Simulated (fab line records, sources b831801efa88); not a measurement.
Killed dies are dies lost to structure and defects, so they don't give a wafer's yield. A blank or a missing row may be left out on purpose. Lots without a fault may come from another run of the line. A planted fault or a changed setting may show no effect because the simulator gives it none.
Problem report in the 8D (eight disciplines) form, filled by code | flow gf180mcu | the parts of the form that need people (team, actions taken, sign-off) are left out

1. THE PROBLEM
VT_IMPLANT_2_TW at GF_VT_IMPLANT_TW_MEAS_21 reads a mean of 1147 on 4 wafers of 3 lots; wafers without a fault read 1216 with a standard deviation of 12. That is -5.8 standard deviations from the usual mean.
First seen on wafer L320.2, day 9 17:27, on film_metro-01. The record holds 40 wafers of 14 lots with a number at this step. Rule for "out", or "out of limits": more than 4 standard deviations from the usual mean. The other wafers with a number count as sound.

2. WHAT IT IS AND WHAT IT IS NOT
question                    | is                             | is not
which readings at this step | VT_IMPLANT_2_TW                | -
which lots                  | L320, L322, L323               | L306, L307, L309, L310, L312, L313, L314, L315, L316, L328, L329
which wafers of those lots  | L320.2, L322.2, L322.3, L323.2 | L320.1, L320.5, L323.1
read on which gauges        | film_metro-01, film_metro-02   | film_metro-04
when                        | from day 9 17:27               | up to then (29 sound wafers); but 7 sound wafers of L323, L328, L329 came after

3. SUSPECTS, AND WHAT RULES EACH OUT
Counting: a tool at a process step up to the reading stays a suspect if it ran every lot that is out. Sound lots after the first of them don't rule it out here, since some wafers of a struck lot are sound.
- the gauge at GF_VT_IMPLANT_TW_MEAS_21: ruled out. The wafers that are out were read on 2 gauges (film_metro-01, film_metro-02).
- implanter-01 at GF_VT_IMPLANT_IMPLANT_19: kept. It ran every lot that is out, first L320 (day 9 17:10); its last sound lot up to then is L312 (day 7 18:43). Its own readings are out on those wafers: beam_on_s, faraday_current_uA.
Left after counting: implanter-01 at GF_VT_IMPLANT_IMPLANT_19.

4. THE CAUSE (what the simulator had put in)
Process parameter drift: implanter-01, from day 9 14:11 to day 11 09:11, at GF_VT_IMPLANT_IMPLANT_19. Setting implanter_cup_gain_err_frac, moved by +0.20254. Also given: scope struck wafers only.
Counting left only this tool.

5. THE CHAIN OF EFFECTS, in route order
Each row: a reading whose mean over the struck wafers that have a number lies more than 3 standard deviations from the usual. Only readings for which the record gives a usual standard deviation are gone through. hours: the time from each lot's start at the first step in this table that gives one to its start at this step, as a median over the lots. sigmas: the change in usual standard deviations.
hours | step                     | reading            | usual   | on struck wafers | change | sigmas
0     | GF_VT_IMPLANT_IMPLANT_19 | beam_on_s          | 10.00 s | 8.39             | -1.61  | -8.1
0     | GF_VT_IMPLANT_IMPLANT_19 | faraday_current_uA | 24.5    | 29.3             | +4.8   | +9.8
0     | GF_VT_IMPLANT_TW_MEAS_21 | VT_IMPLANT_2_TW    | 1216    | 1147             | -69    | -5.8
The process steps in it:
- GF_VT_IMPLANT_IMPLANT_19
Later measuring or inspecting steps at which every struck wafer that the step has a row for has a number for every such reading, and none has moved that far: GF_VT_IMPLANT_TW_MEAS_43.

6. WHAT WOULD HAVE CAUGHT IT SOONER
In this record the first reading out of limits at a measuring or inspecting step was taken at day 9 17:27, 3 hours after the fault began at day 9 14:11.
The tool's own readings at GF_VT_IMPLANT_IMPLANT_19 were out on every struck wafer that the step has a row for (beam_on_s, faraday_current_uA): an alarm limit on them would have fired on the first of those.
Of the lots that are out (3), L322, L323 began GF_VT_IMPLANT_IMPLANT_19 on implanter-01 after day 9 17:27. A hold on the tool at that time would have spared those 2.
